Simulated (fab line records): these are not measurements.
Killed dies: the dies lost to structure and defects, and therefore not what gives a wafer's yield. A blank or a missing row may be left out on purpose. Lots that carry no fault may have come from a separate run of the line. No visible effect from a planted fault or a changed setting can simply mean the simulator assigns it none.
Matching of chambers    flow gf180mcu    4 sister chambers for GF_CONTACT_CMP_27 on cmp-01
The step polishes, stops on SiO2, t overpolish 15 s, target thk 0 nm. 8 wafers are shown with their chamber, then 7 later ones without.

WAFERS PAIRED WITH THEIR CHAMBERS
wafer   chamber  motor current A (A)  time to endpoint s (s)
L771.4  1        9.9                  74
L772.3  0        10.1                 78
L774.5  1        9.7                  79
L774.6  2        10.1                 80
L777.3  2        10.5                 79
L777.6  3        9.1                  72
L778.1  0        9.8                  74
L778.2  3        9.2                  69

WAFERS MISSING THEIR CHAMBER
wafer   motor current A (A)  time to endpoint s (s)
L778.5  9.8                  80
L779.4  10.8                 75
L779.5  9.3                  67
L779.6  9.5                  80
L780.1  9.0                  69
L780.3  10.3                 77
L780.5  9.4                  74

CHAMBER TAKEN BY EACH
wafer   from the rows above           in truth
L778.5  can't be placed: 1 or 0 or 2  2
L779.4  can't be placed: 2 or 0       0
L779.5  3                             3
L779.6  can't be placed: 1 or 0       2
L780.1  3                             3
L780.3  can't be placed: 2 or 0 or 1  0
L780.5  can't be placed: 3 or 1 or 0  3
Placed correctly: 2 of 7. Unplaceable from these rows: 5, with the true chamber sitting among the candidates in 4. Number placed wrongly: 0.
How it was worked out, from the rows above alone: a wafer's distance from a chamber is the root of the sum, over the readings, of the square of ((its reading less the chamber's mean) divided by the reading's scatter). The wafer belongs to the nearest chamber; if the next one is less than 2 further off, it can't be placed. For every chamber, the mean is computed from those of its wafers that are shown. How the scatter is found: for the shown wafers, subtract from each reading the mean of its chamber, square and add these, divide the total by (wafers less chambers), then take the root.
